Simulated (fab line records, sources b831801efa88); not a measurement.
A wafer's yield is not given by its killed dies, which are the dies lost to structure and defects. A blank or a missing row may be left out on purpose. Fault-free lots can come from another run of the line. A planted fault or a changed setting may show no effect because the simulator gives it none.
Matching of chambers / flow gf180mcu / 4 sister chambers for GF_V5_CMP_04 on cmp-01
The step polishes SiO2. 8 wafers are shown with their chamber, then 8 later ones without.

== EACH WAFER AND ITS CHAMBER ==
wafer=L850.2; chamber=3; motorCurrentA (A)=10.5; headPressurePsi (psi)=3.986
wafer=L850.6; chamber=0; motorCurrentA (A)=14.1; headPressurePsi (psi)=4.010
wafer=L854.6; chamber=1; motorCurrentA (A)=11.3; headPressurePsi (psi)=3.998
wafer=L855.6; chamber=1; motorCurrentA (A)=11.4; headPressurePsi (psi)=4.002
wafer=L856.2; chamber=3; motorCurrentA (A)=10.8; headPressurePsi (psi)=3.983
wafer=L856.3; chamber=2; motorCurrentA (A)=12.0; headPressurePsi (psi)=3.997
wafer=L856.4; chamber=0; motorCurrentA (A)=13.7; headPressurePsi (psi)=3.998
wafer=L867.2; chamber=2; motorCurrentA (A)=12.9; headPressurePsi (psi)=4.020

== WAFERS WITH NO CHAMBER GIVEN ==
wafer=L867.3; motorCurrentA (A)=11.3; headPressurePsi (psi)=4.001
wafer=L867.6; motorCurrentA (A)=11.0; headPressurePsi (psi)=4.002
wafer=L868.1; motorCurrentA (A)=11.2; headPressurePsi (psi)=3.999
wafer=L868.2; motorCurrentA (A)=10.9; headPressurePsi (psi)=3.996
wafer=L868.3; motorCurrentA (A)=13.3; headPressurePsi (psi)=3.995
wafer=L869.4; motorCurrentA (A)=12.7; headPressurePsi (psi)=3.998
wafer=L869.5; motorCurrentA (A)=10.7; headPressurePsi (psi)=4.017
wafer=L869.6; motorCurrentA (A)=13.8; headPressurePsi (psi)=3.998

== WHICH CHAMBER EACH ONE RAN IN ==
wafer=L867.3; from the rows above=1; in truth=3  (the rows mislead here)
wafer=L867.6; from the rows above=can't be placed: 1 or 3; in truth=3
wafer=L868.1; from the rows above=can't be placed: 1 or 3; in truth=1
wafer=L868.2; from the rows above=can't be placed: 1 or 3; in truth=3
wafer=L868.3; from the rows above=can't be placed: 0 or 2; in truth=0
wafer=L869.4; from the rows above=2; in truth=2
wafer=L869.5; from the rows above=can't be placed: 1 or 3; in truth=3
wafer=L869.6; from the rows above=0; in truth=0
Correct placement for 2 of the 8. These rows do not allow placing 5 (true chamber among the candidates in 5). Wrongly placed: 1.
How it was worked out, from the rows above alone: a wafer's distance from a chamber is the root of the sum, over the readings, of the square of ((its reading less the chamber's mean) divided by the reading's scatter). The wafer belongs to the nearest chamber; if the next one is less than 2 further off, it can't be placed. A chamber's mean is the mean of its shown wafers. The scatter: take each reading less its chamber's mean, square it, sum over the shown wafers, divide by the number of wafers less the number of chambers, and take the root.
